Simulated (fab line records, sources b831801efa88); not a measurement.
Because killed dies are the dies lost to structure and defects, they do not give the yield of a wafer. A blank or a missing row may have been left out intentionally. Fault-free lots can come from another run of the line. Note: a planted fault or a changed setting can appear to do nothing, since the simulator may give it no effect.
Chamber matching | flow sky130 | SKY_VIA2_ETCH_15 on rie-diel-01: 4 sister chambers
The step etches SiO2 in C4F8/O2/Ar, stops on TiN, target depth 546 nm, time 84 s. 4 wafers are shown with their chamber, then 8 later ones without.

## EACH WAFER AND ITS CHAMBER
wafer  | chamber | oes-product-au (a.u.)
L085.1 | 0       | 0.939
L088.5 | 2       | 0.943
L088.6 | 1       | 0.938
L089.1 | 3       | 0.939

## WAFERS WHOSE CHAMBER IS MISSING
wafer  | oes-product-au (a.u.)
L089.2 | 0.929
L089.4 | 0.947
L090.1 | 0.948
L090.4 | 0.941
L090.6 | 0.937
L093.3 | 0.938
L093.4 | 0.929
L093.5 | 0.946

## WHICH CHAMBER EACH ONE RAN IN
wafer  | from the rows above               | in truth
L089.2 | can't be placed: 1 or 0 or 3 or 2 | 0
L089.4 | can't be placed: 2 or 0 or 3 or 1 | 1
L090.1 | can't be placed: 2 or 0 or 3 or 1 | 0
L090.4 | can't be placed: 0 or 2 or 3 or 1 | 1
L090.6 | can't be placed: 1 or 0 or 3 or 2 | 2
L093.3 | can't be placed: 1 or 0 or 3 or 2 | 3
L093.4 | can't be placed: 1 or 0 or 3 or 2 | 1
L093.5 | can't be placed: 2 or 0 or 3 or 1 | 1
Placed correctly: 0 of 8. Not placeable from these rows: 8 (in 8, the candidates include the true chamber). 0 placed wrongly.
How it was worked out, from the rows above alone: a wafer's distance from a chamber is the root of the sum, over the readings, of the square of ((its reading less the chamber's mean) divided by the reading's scatter). The wafer belongs to the nearest chamber; if the next one is less than 2 further off, it can't be placed. A chamber's mean is the mean of its shown wafers. The scatter (one wafer shown for each chamber): square how far every hidden wafer sits from the nearest shown wafer, average those squares and take the square root.
